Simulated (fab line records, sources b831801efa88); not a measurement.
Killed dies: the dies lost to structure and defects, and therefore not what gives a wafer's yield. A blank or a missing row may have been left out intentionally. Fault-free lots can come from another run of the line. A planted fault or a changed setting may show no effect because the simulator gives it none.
The tool behind it: which one? | flow gf180mcu | 13 lots with 39 wafers sampled at 2 steps, on a route of 602 steps

WHAT EACH GAUGE READ, for each wafer
GF_HV_LDD_CD_MEAS_19: the cd target is 400 nm.
lot  | measured     | on        | cd_nm (nm)
L536 | day 10 20:28 | cd_sem-01 | 402.0 402.0 401.2
L537 | day 11 00:58 | cd_sem-02 | 399.6 399.9 396.7
L538 | day 11 05:05 | cd_sem-02 | 396.3 397.3 396.5
L542 | day 12 15:28 | cd_sem-01 | 398.5 402.1 401.1
L544 | day 13 10:31 | cd_sem-01 | 398.9 399.7 397.7
L552 | day 15 20:10 | cd_sem-02 | 400.8 398.6 398.7
L553 | day 16 02:53 | cd_sem-02 | 398.0 395.0 396.4
L554 | day 16 11:46 | cd_sem-02 | 396.8 397.6 399.7
L555 | day 16 20:42 | cd_sem-01 | 396.0 398.6 397.9
L556 | day 17 03:04 | cd_sem-01 | 399.1 399.0 398.8
L557 | day 17 13:12 | cd_sem-02 | 396.7 398.2 396.8
L558 | day 18 06:36 | cd_sem-01 | 395.6 395.7 395.2
L559 | day 18 08:36 | cd_sem-01 | 400.8 402.7 401.0

GF_HV_LDD_CD_MEAS_31: the cd target is 400 nm.
lot  | measured     | on        | cd_nm (nm)
L536 | day 11 15:03 | cd_sem-01 | 398.2 397.1 399.8
L537 | day 11 19:40 | cd_sem-02 | 399.6 401.3 401.6
L538 | day 11 23:10 | cd_sem-01 | 397.5 396.3 395.7
L542 | day 13 11:42 | cd_sem-01 | 398.5 399.5 400.1
L544 | day 14 07:33 | cd_sem-02 | 397.4 397.1 396.6
L552 | day 16 18:48 | cd_sem-01 | 403.3 400.3 400.3
L553 | day 17 01:29 | cd_sem-02 | 401.1 399.5 398.6
L554 | day 17 10:36 | cd_sem-02 | 399.2 398.5 400.1
L555 | day 17 20:09 | cd_sem-02 | 405.0 403.5 400.6
L556 | day 18 01:54 | cd_sem-02 | 399.7 398.9 401.3
L557 | day 18 12:33 | cd_sem-01 | 397.6 397.0 400.3
L558 | day 19 06:30 | cd_sem-01 | 398.0 397.9 398.5
L559 | day 19 08:27 | cd_sem-02 | 399.2 398.1 398.8

WHAT TOOL EACH LOT RAN ON (gives the tool, then ch and the chambers of the sampled wafers, and finally the start)
Record: no process step prior to these readings.

WHAT THE TOOLS THEMSELVES READ (means of the sampled wafers that have a number; where no wafer has one, the mark that the record gives instead)
The record holds no such reading with a usual standard deviation.

THE ANSWER, worked out from the rows above alone
Rule: what is usual is taken from the lots themselves. The widest of any qualifying gaps counts: lots, ordered by their means at a reading, are off when they make up no more than a third of the lots, leave a main group of 4 or more, and stand apart from it by 3 or more times the standard deviation of that group's means. If all means in a main group match to the digits the tables above print for the reading, that group is not used. Also off: a lot with no number at a reading for which 4 or more lots have one. Any other lot the step has rows for is counted as sound. After the gauges, taken in route order, come the tools' own readings; for these a lot's mean is taken, as printed above. At the first step where some lot is off, the reading lying furthest off is the one used; lots without a number count as furthest.
No lot is off at any reading shown: from this, nothing can be told.

WHAT HAD BEEN PUT IN BY THE SIMULATOR
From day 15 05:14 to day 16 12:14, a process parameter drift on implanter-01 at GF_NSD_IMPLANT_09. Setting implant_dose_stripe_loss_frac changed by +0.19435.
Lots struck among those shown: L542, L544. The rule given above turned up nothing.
